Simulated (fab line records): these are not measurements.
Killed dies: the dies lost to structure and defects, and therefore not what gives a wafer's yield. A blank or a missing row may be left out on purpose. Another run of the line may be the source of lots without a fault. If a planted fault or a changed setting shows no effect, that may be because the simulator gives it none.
A lot that was struck, set against a sound lot | flow sfqLine | 14 steps out of a route of 325
Sound: these wafers, L216.1, L216.3, L216.6. Struck: wafer L225.6 (L225.3, L225.4, from the same lot, were not struck and are left out); the cause is given at the end.
Per side, at each step with rows, come the tool, then ch with its chambers, and then its first start. Under that, the readings that differ: sound wafers | struck wafers | difference of the means | sigmas: that difference in standard deviations of wafers without a fault.
alike: readings with means less than 2 such deviations apart, plus words and numbers identical on both sides. not compared: withheld readings, readings lacking a value on some wafer, bounds such as >300 that could conceal the same value, and numbers that have no deviation in the record and whose values overlap.
The two part at a step that has a row with sigmas, a row that says differs or no value, or rows on one side only. When numbers do not overlap yet have no deviation, they are printed without sigmas and do not part them. A reading missing from all wafers of one side parts the sides only when that side holds two or more wafers.

SFQ_INCOMING_BOW_MEAS_900:
  struck on filmMetro-04, day 4 03:02; sound on filmMetro-04, day 2 06:00
  alike: INCOMING_BOW
then, 1 step without rows for these wafers: SFQ_TRILAYER_INCOMING_OXIDATION_002 (target thk 500 nm, ox time 4939 s).
SFQ_TRILAYER_L0_DEP_SPUTTER_003: material MoNx KI, target thk 40 nm, time 100 s.
  struck on pvdSputter-03, day 4 05:29; sound on pvdSputter-03, day 2 08:29
  alike: cathodeDcPowerW, throttleValvePct
SFQ_L0_RS_MEAS_901: measurement is done with a four-point probe.
  struck on filmMetro-03, day 4 05:36; sound on filmMetro-02, day 2 08:34
  alike: L0_MONX_KI_RS
SFQ_L0_THK_MEAS_902: measures by xrf.
  struck on filmMetro-03, day 4 05:42; sound on filmMetro-02, day 2 08:41
  alike: L0_MONX_KI_THK
then, 6 steps without rows for these wafers: SFQ_TRILAYER_L0_LITHO_COAT_010 (resist thk 62 nm); SFQ_TRILAYER_L0_LITHO_COAT_005 (resist thk 600 nm); SFQ_TRILAYER_L0_LITHO_SOFTBAKE_009; SFQ_TRILAYER_L0_LITHO_EXPOSE_006 (exposes mask L0, target cd 2000 nm); SFQ_TRILAYER_L0_LITHO_PEB_008 (peb time 60 s); SFQ_TRILAYER_L0_LITHO_DEVELOP_007 (time 60 s).
SFQ_TRILAYER_L0_BARC_OPEN_METAL_ETCH_010: etches BARC in O2, target depth 125 nm, time 41.7 s.
  sound on rieMetal-01 ch 0,1, day 3 21:53; struck on rieMetal-01 ch 1, day 6 00:37
  alike: drypumpMotorCurrentA, oesProductAu
  not compared: rfHoursCounterH
SFQ_TRILAYER_L0_ETCH_METAL_ETCH_008: etches MoNx KI in SF6/O2, stops on SiO2, target depth 50 nm, time 25 s.
  sound on rieMetal-01 ch 0,1, day 3 21:56; struck on rieMetal-01 ch 1, day 6 00:41
reading                                            | sound             | struck | difference | sigmas
oesProductAu (a.u.)                                | 0.889 0.876 0.875 | 0.853  | -0.027     | -3
model.KrF_of_TRILAYER_L0_LITHO_COAT_005.thkNm (nm) | 482 481 481.9     | 479.6  | -2.0       | 
  alike: drypumpMotorCurrentA
  not compared: rfHoursCounterH
SFQ_TRILAYER_L0_STRIP_STRIP_009: strips in O2.
  sound on rieMetal-01 ch 0,1, day 3 21:59; struck on rieMetal-01 ch 1, day 6 00:55
  alike: drypumpMotorCurrentA, oesProductAu
  not compared: rfHoursCounterH

## WHERE THEY PART
At SFQ_TRILAYER_L0_ETCH_METAL_ETCH_008 and nowhere else, as far as this record goes. Later steps at which nothing parts them and some readings are alike: SFQ_TRILAYER_L0_STRIP_STRIP_009.

WHY: what the simulator had put in
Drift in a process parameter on rieMetal-01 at SFQ_TRILAYER_L0_ETCH_METAL_ETCH_008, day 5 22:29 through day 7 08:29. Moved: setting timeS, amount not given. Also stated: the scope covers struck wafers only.
